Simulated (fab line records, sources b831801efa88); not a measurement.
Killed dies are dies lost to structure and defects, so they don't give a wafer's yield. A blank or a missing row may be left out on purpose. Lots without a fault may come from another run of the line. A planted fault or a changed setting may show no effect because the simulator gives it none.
Which tool did it? | flow gf180mcu | 11 lots, 33 wafers sampled, at 3 steps of a route of 602

WHAT THE GAUGES READ, wafer by wafer
GF_V2_RS_MEAS_24: measures by four-point-probe.
lot  | measured     | on            | V2_W_RS (ohm/sq)
L694 | day 20 23:39 | film_metro-04 | 0.325 0.327 0.330
L697 | day 21 21:12 | film_metro-02 | 0.328 0.334 0.330
L700 | day 23 06:39 | film_metro-04 | 0.332 0.330 0.326
L704 | day 24 10:44 | film_metro-01 | 0.253 0.251 0.251
L705 | day 24 18:22 | film_metro-02 | 0.253 0.252 0.257
L706 | day 25 03:41 | film_metro-01 | 0.322 0.327 0.329
L708 | day 25 19:22 | film_metro-01 | 0.328 0.326 0.329
L709 | day 26 03:41 | film_metro-02 | 0.330 0.327 0.331
L713 | day 27 05:28 | film_metro-02 | 0.331 0.327 0.331
L715 | day 27 20:43 | film_metro-04 | 0.332 0.328 0.332
L716 | day 27 21:54 | film_metro-04 | 0.332 0.328 0.322

WHICH TOOL RAN EACH LOT (tool, then ch and the chambers of the sampled wafers, then the start)
lot  | GF_V2_SPUTTER_21             | GF_V2_CVD_23
L694 | pvd_sputter-02, day 20 23:26 | cvd_w-01 ch 0,1, day 20 23:32
L697 | pvd_sputter-02, day 21 20:59 | cvd_w-01 ch 0,1, day 21 21:05
L700 | pvd_sputter-03, day 23 06:26 | cvd_w-01 ch 0,1, day 23 06:32
L704 | pvd_sputter-03, day 24 10:31 | cvd_w-01 ch 0,1, day 24 10:37
L705 | pvd_sputter-03, day 24 18:09 | cvd_w-01 ch 0,1, day 24 18:15
L706 | pvd_sputter-01, day 25 03:28 | cvd_w-02 ch 0,1, day 25 03:34
L708 | pvd_sputter-03, day 25 19:09 | cvd_w-02 ch 1, day 25 19:15
L709 | pvd_sputter-02, day 26 03:28 | cvd_w-02 ch 0,1, day 26 03:34
L713 | pvd_sputter-02, day 27 05:15 | cvd_w-02 ch 0,1, day 27 05:21
L715 | pvd_sputter-01, day 27 20:30 | cvd_w-01 ch 0,1, day 27 20:36
L716 | pvd_sputter-02, day 27 21:40 | cvd_w-02 ch 0,1, day 27 21:46
- GF_V2_SPUTTER_21: material Ti, target thk 15 nm, time 80.02 s.
- GF_V2_CVD_23: deposits W, target thk 350 nm, time 104.94 s.

THE ANSWER, worked out from the rows above alone
Rule: what is usual is taken from the lots themselves. Put in order of their means at a reading, lots are off if they are a third of the lots or fewer, leave a main group of 4 or more, and stand apart from it by a gap of 3 or more times the standard deviation of the main group's means; of several such gaps the widest counts. A main group whose means are all the same, to the digits that the tables above print for the reading, isn't used. A lot without any number at a reading at which 4 lots or more have one is off too. The other lots that the step has rows for count as sound.
Off: L704, L705, at GF_V2_RS_MEAS_24 (V2_W_RS). The main group: mean 0.329 ohm/sq, standard deviation 0.0015.
A tool fits if, at a process step before that reading, it ran every lot that is off, and no sound lot after the first of them. The gauges at GF_V2_RS_MEAS_24 are tried like those tools. None of those tried fits.

WHAT THE SIMULATOR HAD PUT IN
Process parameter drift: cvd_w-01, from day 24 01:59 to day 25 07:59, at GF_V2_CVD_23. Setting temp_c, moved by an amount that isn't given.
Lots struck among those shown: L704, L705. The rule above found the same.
